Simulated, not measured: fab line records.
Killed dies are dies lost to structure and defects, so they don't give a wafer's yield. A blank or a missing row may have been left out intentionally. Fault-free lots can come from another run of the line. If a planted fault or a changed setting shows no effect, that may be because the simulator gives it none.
Problem report, 8D (eight disciplines) form, completed by code + flow gf180mcu + the parts of the form that need people (team, actions taken, sign-off) are left out

## 1. THE PROBLEM
At GF_M2_SPUTTER_04, chamber-pressure-pa averages 0.3761 Pa over 6 wafers from 2 lots, while fault-free wafers read 0.4000 Pa, standard deviation 0.00075. That is -32 standard deviations from the usual mean.
The step: material TiN, target thk 50 nm, time 41.7 s.
First observed at day 23 18:00: wafer L360.1, on pvd-sputter-04. Wafers with a number at this step in the record: 39, from 13 lots. Rule for "out", or "out of limits": more than 4 standard deviations from the usual mean. The other wafers with a number count as sound.

## 2. WHAT IT IS AND WHAT IT IS NOT
| question                    | is                     | is not                                                                          |
|-----------------------------|------------------------|---------------------------------------------------------------------------------|
| which readings at this step | chamber-pressure-pa    | throttle-valve-pct                                                              |
| which lots                  | L360, L361             | L345, L346, L348, L349, L351, L352, L353, L356, L366, L367, L368                |
| which wafers of those lots  | all that have a number | -                                                                               |
| read on which tools         | pvd-sputter-04         | pvd-sputter-02, pvd-sputter-03                                                  |
| when                        | from day 23 18:00      | up to then (24 sound wafers); but 9 sound wafers of L366, L367, L368 came after |

## 3. THE SUSPECTS, EACH WITH WHAT RULES IT OUT
Counting: a tool at a process step up to the reading stays a suspect if it ran every lot that is out and no sound lot after the first of them.
- cmp-01 at GF_V1_CMP_26 (polishes, stops on SiO2, t overpolish 15 s, target thk 0 nm): ruled out as a lasting fault. The sound lots L368 went through it after L360, its earliest lot that is out (day 23 17:34).
- pvd-sputter-04 at GF_M2_SPUTTER_04 (material TiN, target thk 50 nm, time 41.7 s): kept. All lots that are out passed through it, beginning with L360 at day 23 18:00, and no sound lot followed; its final sound lot before that point was L351 at day 20 20:02. Out on those wafers are its own readings of chamber-pressure-pa.
After counting, what remains is pvd-sputter-04 at GF_M2_SPUTTER_04.

## 4. THE CAUSE (what the simulator had put in)
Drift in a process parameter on pvd-sputter-04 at GF_M2_SPUTTER_04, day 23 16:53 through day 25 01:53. Setting chamber-pressure-pa shifted by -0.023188 from 0.4. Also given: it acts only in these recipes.
The count eliminated every tool but this one.

## 5. THE CHAIN OF EFFECTS, in route order
Each row: a reading whose mean over the struck wafers that have a number lies more than 3 standard deviations from the usual. Only readings for which the record gives a usual standard deviation are gone through. hours: the time from each lot's start at the first step in this table that gives one to its start at this step, as a median over the lots. sigmas: the change in usual standard deviations.
| hours | step             | reading             | usual     | on struck wafers | change  | sigmas |
|-------|------------------|---------------------|-----------|------------------|---------|--------|
| 0     | GF_M2_SPUTTER_04 | chamber-pressure-pa | 0.4000 Pa | 0.3761           | -0.0239 | -32    |
The process steps in it:
- GF_M2_SPUTTER_04: material TiN, target thk 50 nm, time 41.7 s.

## 6. HOW IT WOULD HAVE BEEN CAUGHT EARLIER
In this record the first reading out of limits was taken at day 23 18:00, 1 hour after the fault began at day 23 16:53.
